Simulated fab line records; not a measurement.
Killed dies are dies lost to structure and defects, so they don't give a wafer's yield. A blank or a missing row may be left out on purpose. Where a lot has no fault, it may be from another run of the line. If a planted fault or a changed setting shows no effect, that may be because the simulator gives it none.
Which of the tools did it? | flow sky130 | 39 wafers from 13 lots sampled at 5 of the route's 708 steps

## WHAT THE GAUGES READ, wafer by wafer
SKY_FIELD_ISO_BOW_MEAS_00.
lot  | measured    | on            | INCOMING_BOW (um)
L114 | day 1 15:01 | film_metro-01 | -2 5 -2
L115 | day 1 20:00 | film_metro-04 | -6 -11 2
L116 | day 2 01:00 | film_metro-03 | -5 4 -6
L118 | day 2 11:00 | film_metro-03 | 6 -3 -11
L119 | day 2 16:01 | film_metro-04 | 4 -4 -11
L121 | day 3 02:00 | film_metro-03 | -6 -4 -20
L122 | day 3 07:01 | film_metro-01 | -6 1 -10
L125 | day 3 22:04 | film_metro-03 | -4 2 -9
L132 | day 5 09:00 | film_metro-03 | 4 3 5
L133 | day 5 14:00 | film_metro-01 | 4 8 -8
L134 | day 5 19:02 | film_metro-03 | -4 4 -10
L135 | day 6 00:01 | film_metro-03 | -5 14 7
L136 | day 6 05:00 | film_metro-03 | 8 -1 1

SKY_FIELD_ISO_THK_MEAS_02.
lot  | measured    | on            | FIELD_ISO_OXIDATION_00_THK (nm)
L114 | day 1 18:23 | film_metro-04 | 11.79 11.91 11.85
L115 | day 1 22:44 | film_metro-04 | 12.18 11.98 11.91
L116 | day 2 03:34 | film_metro-04 | 12.17 12.13 12.06
L118 | day 2 12:38 | film_metro-01 | 12.21 12.11 12.24
L119 | day 2 18:39 | film_metro-01 | 11.67 11.85 11.70
L121 | day 3 04:57 | film_metro-04 | 11.80 11.71 12.11
L122 | day 3 09:04 | film_metro-03 | 11.74 11.84 11.96
L125 | day 4 01:14 | film_metro-01 | 11.78 11.61 11.60
L132 | day 5 12:35 | film_metro-01 | 11.96 11.87 11.87
L133 | day 5 16:46 | film_metro-03 | 11.92 12.03 11.97
L134 | day 5 21:17 | film_metro-01 | 11.67 11.90 11.59
L135 | day 6 02:44 | film_metro-04 | 11.71 11.48 11.76
L136 | day 6 06:53 | film_metro-03 | 11.91 11.87 11.79

SKY_FIELD_ISO_CD_MEAS_13: the cd target is 150 nm.
lot  | measured    | on        | cd_nm (nm)
L114 | day 2 10:52 | cd_sem-02 | 149.1 149.3 147.9
L115 | day 2 15:52 | cd_sem-02 | 149.7 147.6 148.1
L116 | day 2 20:40 | cd_sem-02 | 146.8 147.8 147.9
L118 | day 3 07:05 | cd_sem-01 | 152.1 151.2 150.9
L119 | day 3 13:44 | cd_sem-02 | 147.1 149.1 148.5
L121 | day 3 23:05 | cd_sem-02 | 149.7 151.5 149.5
L122 | day 4 02:53 | cd_sem-01 | 150.7 150.5 149.2
L125 | day 4 23:54 | cd_sem-02 | 148.4 151.0 148.9
L132 | day 6 08:25 | cd_sem-02 | 149.0 149.6 150.1
L133 | day 6 12:01 | cd_sem-02 | 151.7 151.6 153.3
L134 | day 6 17:40 | cd_sem-02 | 149.0 150.1 151.0
L135 | day 6 23:46 | cd_sem-01 | 149.1 148.8 150.0
L136 | day 7 04:10 | cd_sem-02 | 149.9 151.2 150.6

SKY_LDD_P_TW_MEAS_11.
lot  | measured     | on            | LDD_P_TW
L114 | day 19 10:05 | film_metro-01 | 634 633 633
L115 | day 20 00:32 | film_metro-03 | 642 641 641
L116 | day 20 07:37 | film_metro-02 | 627 627 626
L118 | day 21 01:50 | film_metro-02 | 625 626 623
L119 | day 21 11:02 | film_metro-02 | 625 627 625
L121 | day 22 05:58 | film_metro-01 | 628 626 625
L122 | day 22 08:01 | film_metro-03 | 658 660 654 659 660 657
L125 | day 23 18:34 | film_metro-02 | 646 646 646
L132 | day 25 21:38 | film_metro-01 | 637 635 641
L133 | day 26 06:55 | film_metro-02 | 623 623 626
L134 | day 26 11:53 | film_metro-02 | 625 627 623
L135 | day 26 23:56 | film_metro-02 | 626 626 626
L136 | day 27 04:52 | film_metro-01 | 631 631 630

## EACH LOT AND THE TOOL THAT RAN IT (in order: tool; ch and the chambers of the sampled wafers; start)
lot  | SKY_LDD_P_IMPLANT_09
L114 | implanter-03 ch 0, day 19 09:44
L115 | implanter-02 ch 0, day 20 00:17
L116 | implanter-03 ch 0, day 20 07:22
L118 | implanter-04 ch 0, day 21 01:35
L119 | implanter-03 ch 0, day 21 10:48
L121 | implanter-03 ch 0, day 22 05:43
L122 | implanter-03 ch 0, day 22 07:47
L125 | implanter-03 ch 0, day 23 18:21
L132 | implanter-04 ch 0, day 25 21:23
L133 | implanter-02 ch 0, day 26 06:40
L134 | implanter-04 ch 0, day 26 11:40
L135 | implanter-04 ch 0, day 26 23:42
L136 | implanter-03 ch 0, day 27 04:37
- SKY_LDD_P_IMPLANT_09

## WHAT THE TOOLS THEMSELVES READ (means of the sampled wafers that have a number; where no wafer has one, the mark that the record gives instead)
SKY_LDD_P_IMPLANT_09.
lot  | tool         | dose_ions_cm2 | faraday_current_uA
L114 | implanter-03 | 1.001e+13     | 55.9
L115 | implanter-02 | 9.992e+12     | 57.6
L116 | implanter-03 | 9.999e+12     | 57.2
L118 | implanter-04 | 9.998e+12     | 57.5
L119 | implanter-03 | 1.000e+13     | 55.6
L121 | implanter-03 | 9.987e+12     | 56.4
L122 | implanter-03 | 1.111e+13     | 61.0
L125 | implanter-03 | 1.110e+13     | 61.8
L132 | implanter-04 | 9.996e+12     | 55.7
L133 | implanter-02 | 9.995e+12     | 56.4
L134 | implanter-04 | 1.000e+13     | 55.6
L135 | implanter-04 | 9.992e+12     | 56.6
L136 | implanter-03 | 1.001e+13     | 55.7

## THE ANSWER, worked out from the rows above alone
Rule: the lots themselves supply what counts as usual. The widest of any qualifying gaps counts: lots, ordered by their means at a reading, are off when they make up no more than a third of the lots, leave a main group of 4 or more, and stand apart from it by 3 or more times the standard deviation of that group's means. Not used: any main group whose means are identical at the precision the tables above print for the reading. A lot without any number at a reading at which 4 lots or more have one is off too. The other lots that the step has rows for count as sound. The gauges are gone through in route order, then the tools' own readings, and for those a lot's mean is taken as printed above. The first step at which some lot is off is used, and at that step the reading that is off furthest; a lot without a number counts as furthest.
Off at SKY_LDD_P_IMPLANT_09 (dose_ions_cm2): L122, L125. Main group: mean 9.998e+12, sd 6.8e+09.
If a tool, at that step or one of the process steps before it, ran each lot that is off and ran no sound lot following the first of them, it fits. Not one of the candidates tried fits.

## WHAT THE SIMULATOR PUT IN
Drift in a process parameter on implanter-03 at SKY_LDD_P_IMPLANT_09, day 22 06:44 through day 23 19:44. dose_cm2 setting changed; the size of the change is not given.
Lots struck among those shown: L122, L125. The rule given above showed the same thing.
